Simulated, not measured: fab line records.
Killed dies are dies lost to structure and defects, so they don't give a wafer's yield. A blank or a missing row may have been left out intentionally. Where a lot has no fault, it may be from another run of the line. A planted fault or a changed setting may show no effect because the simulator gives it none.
A lot that was struck, set against a sound lot    flow sky130    43 steps out of a route of 708
Sound: wafers L740.3, L740.4, L740.5. Struck: wafers L755.4, L755.5, L755.6. Last of all comes the cause.
Order at every step that has rows: each side's tool, ch and its chambers, its first start. Under that, the readings that differ: sound wafers    struck wafers    difference of the means    sigmas: that difference in standard deviations of wafers without a fault.
alike: words and numbers the same on both sides, and readings whose means are apart by under 2 such deviations; not compared: readings that were withheld, readings missing a value for some wafer, numbers with overlapping values and no deviation given by the record, and bounds like >300 which may hide the same value.
A row with sigmas, a row that says differs or no value, or rows on one side alone: a step with any of these is where the two part. Non-overlapping numbers with no deviation appear without sigmas and do not part them. A reading missing from all wafers of one side parts the sides only when that side holds two or more wafers.

first, 1 step without rows for these wafers: SKY_VIA4_HDPCVD_00 (deposits SiO2, target thk 1750 nm, time 291.7 s).
SKY_VIA4_THK_MEAS_01:
  sound on film_metro-04, day 44 09:16; struck on film_metro-04, day 47 05:59
  alike: VIA4_HDPCVD_THK
then, 1 step without rows for these wafers: SKY_VIA4_CMP_02 (polishes SiO2).
SKY_VIA4_BOW_MEAS_03:
  sound on film_metro-03, day 44 09:38; struck on film_metro-04, day 47 06:23
reading        sound     struck    difference  sigmas
VIA4_BOW (um)  81 86 96  69 73 68  -18         -2
then, 7 steps without rows for these wafers: SKY_VIA4_DEHYDRATE_04 (time 60 s); SKY_VIA4_HMDS_05 (prime time 60 s); SKY_VIA4_COAT_06 (resist thk 1140 nm); SKY_VIA4_SOFTBAKE_07 (time 60 s); SKY_VIA4_EXPOSE_08 (exposes mask VIM4, target cd 800 nm); SKY_VIA4_PEB_09; SKY_VIA4_DEVELOP_10 (develop time 60 s).
SKY_VIA4_OVL_MEAS_11:
  sound on overlay-02, day 45 07:13; struck on overlay-02, day 48 02:51
  alike: VIA4_OVL
SKY_VIA4_ETCH_12: etches SiO2 in C4F8/O2/Ar, stops on TiN, target depth 580 nm.
  sound on rie_diel-01 ch 0,1,3, day 45 07:14; struck on rie_diel-01 ch 1,2,3, day 48 02:52
reading                sound              struck             difference  sigmas
oes_product_au (a.u.)  0.929 0.915 0.917  0.925 0.939 0.929  +0.011      +2
then, 4 steps without rows for these wafers: SKY_VIA4_STRIP_13 (strips in O2/N2); SKY_VIA4_STRIP_14 (strips in post etch residue remover, time 1200 s); SKY_VIA4_CLEAN_15 (cleans in IPA, time 180 s); SKY_VIA4_CLEAN_16 (cleans in O3/DIW).
SKY_VIA4_SPUTTER_17: material TiN, target thk 20 nm, time 80 s.
  sound on pvd_sputter-02, day 45 07:55; struck on pvd_sputter-03, day 48 04:10
  alike: throttle_valve_pct
then, 1 step without rows for these wafers: SKY_VIA4_CVD_18 (deposits W, target thk 505 nm, time 152.14 s).
SKY_VIA4_RS_MEAS_19: uses a four-point probe to measure.
  sound on film_metro-03, day 45 08:10; struck on film_metro-03, day 48 04:34
  alike: VIA4_W_RS
SKY_VIA4_THK_MEAS_20: measures by xrf.
  sound on film_metro-03, day 45 08:16; struck on film_metro-03, day 48 04:40
  alike: VIA4_W_THK
then, 1 step without rows for these wafers: SKY_VIA4_CMP_21 (polishes, stops on SiO2, t overpolish 25 s, target thk 0 nm).
SKY_METAL5_SPUTTER_00: material Ti, target thk 15 nm, time 10 s.
  sound on pvd_sputter-02, day 45 08:37; struck on pvd_sputter-01, day 48 05:01
  alike: throttle_valve_pct
SKY_METAL5_SPUTTER_01: material TiN, target thk 20 nm, time 16.7 s.
  sound on pvd_sputter-02, day 45 08:38; struck on pvd_sputter-01, day 48 05:02
  alike: throttle_valve_pct
then, 1 step without rows for these wafers: SKY_METAL5_SPUTTER_02 (material AlCu, target thk 1150 nm, time 61.2 s).
SKY_METAL5_SPUTTER_03: material Ti, target thk 5 nm, time 3.3 s.
  sound on pvd_sputter-02, day 45 08:43; struck on pvd_sputter-01, day 48 05:07
  alike: throttle_valve_pct
then, 1 step without rows for these wafers: SKY_METAL5_SPUTTER_04 (material TiN, target thk 70 nm, time 58.3 s).
SKY_METAL5_RS_MEAS_05: uses a four-point probe to measure.
  sound on film_metro-03, day 45 08:49; struck on film_metro-02, day 48 05:14
reading                  sound                    struck                   difference  sigmas
METAL5_ALCU_RS (ohm/sq)  0.02715 0.02736 0.02704  0.02664 0.02649 0.02677  -0.00055    -3
SKY_METAL5_THK_MEAS_06: measures by xrf.
  sound on film_metro-03, day 45 08:55; struck on film_metro-02, day 48 05:20
reading               sound           struck          difference  sigmas
METAL5_ALCU_THK (nm)  1150 1146 1150  1178 1185 1172  +30         +2
then, 8 steps without rows for these wafers: SKY_METAL5_DEHYDRATE_07 (time 60 s); SKY_METAL5_HMDS_08 (prime time 60 s); SKY_METAL5_COAT_09 (resist thk 1800 nm); SKY_METAL5_SOFTBAKE_10 (time 60 s); SKY_METAL5_EXPOSE_11 (exposes mask MM5, target cd 1600 nm); SKY_METAL5_PEB_12; SKY_METAL5_DEVELOP_13 (develop time 60 s); SKY_METAL5_DESCUM_14 (chemistry O2, time 11 s).
SKY_METAL5_METAL_ETCH_15: etches the open film in Cl2/BCl3, stops on SiO2, target depth 1260 nm, time 252 s.
  sound on rie_metal-01 ch 0,1, day 46 05:49; struck on rie_metal-03 ch 0,1, day 48 23:05
  alike: bcl3_flow_sccm, drypump_motor_current_A, he_backside_leak_sccm, oes_product_au, throttle_valve_pct
  not compared: rf_hours_counter_h
then, 4 steps without rows for these wafers: SKY_METAL5_STRIP_16 (strips in O2/N2); SKY_METAL5_STRIP_17 (strips in post etch residue remover, time 1200 s); SKY_METAL5_CLEAN_18 (cleans in IPA, time 180 s); SKY_METAL5_CLEAN_19 (cleans in O3/DIW).
SKY_PAD_OPEN_PROBE_99:
  sound on prober-02, day 48 02:12; struck on prober-02, day 50 11:58
reading                                sound               struck             difference  sigmas
defect_limited_yield (%)               82.3 83.7 82.5      75.8 70.3 76.4     -8.7        -5
killed_at_M4_up                        7 9 4               53 48 50           +44         +21
killed_dies                            87 80 86            119 146 116        +43         +5
sort_bin_3_pad_short (%)               0.8 0.4 1.8         3.5 3.3 3.0        +2.3        +6
sort_bin_5_function (%)                9.8 10.2 9.3        14.0 17.1 16.1     +6.0        +4
sort_n_pass                            405 412 406         373 346 376        -43         -5
sort_yield_pct (%)                     82.3 83.7 82.5      75.8 70.3 76.4     -8.7        -5
model.etest.tester.sort_n_pass         405 412 406         373 346 376        -43         
model.etest.tester.sort_yield_pct (%)  82.32 83.74 82.52   75.81 70.33 76.42  -8.67       
model.etest.tester.sort_bin_5_pct (%)  9.756 10.16 9.35    14.02 17.07 16.06  +5.96       
model.etest.tester.sort_bin_3_pct (%)  0.813 0.4065 1.829  3.455 3.252 3.049  +2.236      
  alike: killed_at_M0_to_M3, killed_at_contacts, killed_at_front_end, killed_open, killed_short, sort_bin_6_memory

== WHERE THEY PART ==
First at SKY_VIA4_BOW_MEAS_03; last, within this record, at SKY_PAD_OPEN_PROBE_99.

WHY: whatever the simulator had introduced
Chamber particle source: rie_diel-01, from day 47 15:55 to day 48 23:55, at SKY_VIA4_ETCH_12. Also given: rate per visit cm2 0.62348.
